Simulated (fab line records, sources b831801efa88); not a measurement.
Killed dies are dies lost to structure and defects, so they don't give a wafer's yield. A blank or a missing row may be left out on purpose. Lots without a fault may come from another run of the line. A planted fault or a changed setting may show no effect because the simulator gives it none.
A struck lot beside a sound one | flow gf180mcu | 20 steps out of a route of 602
Sound: wafers L510.1, L510.4, L510.6. Struck: wafers L500.1, L500.2, L500.6. The cause comes at the end.
At each step with rows: each side's tool, then ch and its chambers, then its first start. Under that, the readings that differ: sound wafers | struck wafers | difference of the means | sigmas: that difference in standard deviations of wafers without a fault.
alike: readings whose means differ by less than 2 such deviations, and words and numbers that are the same on both sides. not compared: withheld readings, readings that some wafer has no value for, bounds like >300 that may hide the same value, and numbers for which the record gives no deviation and whose values overlap.
The two part at a step that has a row with sigmas, a row that says differs or no value, or rows on one side only. Numbers that don't overlap but have no deviation are shown without sigmas and don't part them. A reading that every wafer of one side lacks parts them only if that side has two wafers or more.

first, 6 steps without rows for these wafers: GF_VT_IMPLANT_HMDS_23 (prime time 60 s); GF_VT_IMPLANT_COAT_24 (resist thk 1000 nm); GF_VT_IMPLANT_SOFTBAKE_25 (time 60 s); GF_VT_IMPLANT_EXPOSE_26 (exposes mask LVPWELL HV AREA, target cd 860 nm); GF_VT_IMPLANT_PEB_27; GF_VT_IMPLANT_DEVELOP_28 (develop time 60 s).
GF_VT_IMPLANT_OVL_MEAS_29:
  sound on overlay-02, day 12 13:58; struck on overlay-01, day 9 19:49
  alike: VT_IMPLANT_02_OVL
then, 1 step without rows for these wafers: GF_VT_IMPLANT_IMPLANT_30.
GF_VT_IMPLANT_STRIP_31: strips in O2/N2.
  sound on plasma_asher-04 ch 0, day 12 14:09; struck on plasma_asher-04 ch 0,1, day 9 20:00
  alike: drypump_motor_current_A, heater_power_w, n2_flow_sccm, oes_product_au, strip_time_to_endpoint_s
  not compared: rf_hours_counter_h
GF_VT_IMPLANT_TW_MEAS_32:
  sound on film_metro-03, day 12 14:15; struck on film_metro-04, day 9 20:06
  alike: VT_IMPLANT_3_TW
then, 2 steps without rows for these wafers: GF_VT_IMPLANT_DEHYDRATE_33 (time 60 s); GF_VT_IMPLANT_HMDS_34 (prime time 60 s).
GF_VT_IMPLANT_COAT_35: resist thk 1000 nm.
  sound on litho_track-04 ch 0, day 12 23:44; struck on litho_track-04, day 10 04:47
  no value came back on the struck wafers for chill_plate_temp_C (C), dispense_pressure_kPa (kPa), spin_speed_rpm (rpm); on the sound wafers chill_plate_temp_C (C) reads 22.95 22.81 22.89
then, 4 steps without rows for these wafers: GF_VT_IMPLANT_SOFTBAKE_36 (time 60 s); GF_VT_IMPLANT_EXPOSE_37 (exposes mask Nwell HV AREA, target cd 860 nm); GF_VT_IMPLANT_PEB_38; GF_VT_IMPLANT_DEVELOP_39 (develop time 60 s).
GF_VT_IMPLANT_OVL_MEAS_40:
  sound on overlay-01, day 13 09:53; struck on overlay-01, day 10 13:59
  reading                | sound        | struck | difference                    | sigmas
  VT_IMPLANT_03_OVL (nm) | 0.8 -2.5 0.8 | - - -  | no value on the struck wafers |
then, 1 step without rows for these wafers: GF_VT_IMPLANT_IMPLANT_41.
-- the record jumps here: 22 days lie between the struck wafers' starts before and after (it left off in module VT_IMPLANT and takes up again in module PASSIVATION, whose first step shown is number 602 of the route) --
GF_PASSIVATION_PROBE_99:
  the record has rows for the struck wafers here (prober-01, day 32 07:48) and none for the sound ones

WHERE THEY PART
First at GF_VT_IMPLANT_COAT_35; last, within this record, at GF_PASSIVATION_PROBE_99.

WHY: what the simulator had put in
Skipped step whole: litho_track-04, from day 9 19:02 on, at GF_VT_IMPLANT_COAT_35. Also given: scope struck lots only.
